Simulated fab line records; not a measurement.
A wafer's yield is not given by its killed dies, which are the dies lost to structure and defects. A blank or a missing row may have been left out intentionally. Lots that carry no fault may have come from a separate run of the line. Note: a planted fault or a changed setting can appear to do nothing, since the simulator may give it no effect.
Which tool did it?	flow gf180mcu	13 lots, 39 wafers sampled, at 4 steps of a route of 602

WHAT THE GAUGES SHOWED, per wafer
GF_M5_CD_MEAS_07 targets a cd of 280 nm. Usual: cdNm at 280.6 nm, with a standard deviation of 1.3.
lot	measured	on	cdNm (nm)	flag
L152	day 26 10:47	cdSem-02	280.5 280.7 279.4	
L154	day 27 07:24	cdSem-02	282.2 282.4 283.2	
L155	day 27 09:44	cdSem-02	280.6 281.5 280.0	
L156	day 27 20:06	cdSem-01	279.5 280.6 280.1	
L157	day 28 02:20	cdSem-02	282.2 280.2 280.3	
L159	day 28 17:37	cdSem-01	280.3 281.4 281.2	
L160	day 29 02:19	cdSem-01	278.2 279.5 280.1	
L161	day 29 06:31	cdSem-02	278.5 279.0 277.4	
L163	day 29 15:07	cdSem-01	280.4 280.1 280.3	
L164	day 30 12:41	cdSem-01	283.2 283.1 282.3	
L165	day 30 16:17	cdSem-02	280.1 279.9 279.5	
L169	day 32 07:48	cdSem-01	278.8 278.4 279.4	
L173	day 33 00:32	cdSem-02	280.5 280.3 280.2	

GF_V5_RS_MEAS_24: measures by four-point-probe. Usual: V5_W_RS gives 0.327 ohm/sq (standard deviation 0.0034).
lot	measured	on	V5_W_RS (ohm/sq)	flag
L152	day 27 10:07	filmMetro-04	0.323 0.327 0.321	
L154	day 28 06:37	filmMetro-03	0.331 0.330 0.333	
L155	day 28 08:16	filmMetro-02	0.326 0.329 0.330	
L156	day 28 18:27	filmMetro-02	0.325 0.326 0.326	
L157	day 29 00:40	filmMetro-04	0.334 0.329 0.330	
L159	day 29 15:20	filmMetro-03	0.322 0.323 0.328	
L160	day 29 23:46	filmMetro-02	0.326 0.327 0.324	
L161	day 30 03:52	filmMetro-04	0.325 0.328 0.323	
L163	day 30 13:04	filmMetro-04	0.328 0.330 0.322	
L164	day 31 09:05	filmMetro-04	0.329 0.328 0.328	
L165	day 31 12:39	filmMetro-03	0.327 0.330 0.332	
L169	day 33 02:59	filmMetro-04	0.329 0.333 0.329	
L173	day 33 18:40	filmMetro-04	0.331 0.329 0.326	

GF_TOP_METAL_OVL_MEAS_15. Usual: TOP_METAL_OVL gives 0.1 nm (standard deviation 1.2).
lot	measured	on	TOP_METAL_OVL (nm)	flag
L152	day 28 06:38	overlay-01	-0.4 -0.2 -1.0	
L154	day 29 02:43	overlay-02	-0.3 -1.2 -0.5	
L155	day 29 04:09	overlay-02	1.2 0.8 1.0	
L156	day 29 14:28	overlay-01	2.1 2.4 2.1	
L157	day 29 20:22	overlay-02	-0.5 -0.6 -0.8	
L159	day 30 11:07	overlay-01	0.5 -0.3 -0.6	
L160	day 30 18:41	overlay-02	0.7 0.1 0.2	
L161	day 30 22:29	overlay-02	0.8 -0.3 0.0	
L163	day 31 07:52	overlay-02	1.7 2.2 1.6	
L164	day 32 02:45	overlay-01	0.9 -0.6 0.6	
L165	day 32 06:16	overlay-01	-0.4 -1.0 -0.2	
L169	day 33 18:49	overlay-01	-1.7 -1.6 -2.0	
L173	day 34 10:19	overlay-01	-0.1 -1.1 -2.4	

WHICH TOOL RAN EACH LOT (tool, then ch and the chambers of the sampled wafers, then the start)
lot	GF_V4_STRIP_18
L152	plasmaAsher-03 ch 0,1, day 24 14:51
L154	plasmaAsher-03 ch 0,1, day 25 12:07
L155	plasmaAsher-02 ch 0,1, day 25 13:23
L156	plasmaAsher-02 ch 0,1, day 25 23:58
L157	plasmaAsher-03 ch 0,1, day 26 06:59
L159	plasmaAsher-02 ch 0,1, day 27 00:22
L160	plasmaAsher-03 ch 1, day 27 07:20
L161	plasmaAsher-03 ch 0,1, day 27 13:44
L163	plasmaAsher-03 ch 0,1, day 27 23:29
L164	plasmaAsher-01 ch 1, day 28 21:38
L165	plasmaAsher-01 ch 0,1, day 29 00:16
L169	plasmaAsher-03 ch 0,1, day 30 19:11
L173	plasmaAsher-03 ch 0,1, day 31 13:47
- GF_V4_STRIP_18: strips in O2/N2.

AS READ BY THE TOOLS THEMSELVES (means over the sampled wafers that have a number; for cases with no such wafer, the mark the record gives instead)
GF_V4_STRIP_18. Usual: drypumpMotorCurrentA 5.9 A, standard deviation 0.43; heaterPowerW 309 W, standard deviation 13; oesProductAu 0.593 a.u., standard deviation 0.0049; platenTempC 250.01 C, standard deviation 0.19.
lot	tool	drypumpMotorCurrentA (A)	heaterPowerW (W)	oesProductAu (a.u.)	platenTempC (C)	flag
L152	plasmaAsher-03	6.1	310	0.594	250.03	
L154	plasmaAsher-03	6.3	302	0.596	250.11	
L155	plasmaAsher-02	5.6	322	0.595	250.14	
L156	plasmaAsher-02	5.4	322	0.590	249.92	
L157	plasmaAsher-03	6.1	312	0.590	249.80	
L159	plasmaAsher-02	5.6	321	0.593	250.17	
L160	plasmaAsher-03	6.6	301	0.590	249.90	
L161	plasmaAsher-03	6.4	311	0.590	250.03	
L163	plasmaAsher-03	6.1	310	0.590	250.03	
L164	plasmaAsher-01	5.5	286	0.597	250.01	
L165	plasmaAsher-01	5.7	291	0.591	249.76	
L169	plasmaAsher-03	6.4	307	0.596	250.03	
L173	plasmaAsher-03	6.4	311	0.597	250.02	

THE ANSWER, worked out from the rows above alone
Rule: lot off if the mean of its wafers having a number is beyond 3 standard deviations from the usual mean. Also off: a lot with no number at a reading for which 4 or more lots have one. Where the step has rows for the other lots, those lots are counted as sound. Order of review: gauges by route order, followed by the tools' own readings, for which a lot's mean as printed above is used. The first step at which some lot is off is used, and at that step the reading that is off furthest; a lot without a number counts as furthest.
Across all readings shown, no lot is off: no conclusion can be drawn from this.

WHAT HAD BEEN PUT IN BY THE SIMULATOR
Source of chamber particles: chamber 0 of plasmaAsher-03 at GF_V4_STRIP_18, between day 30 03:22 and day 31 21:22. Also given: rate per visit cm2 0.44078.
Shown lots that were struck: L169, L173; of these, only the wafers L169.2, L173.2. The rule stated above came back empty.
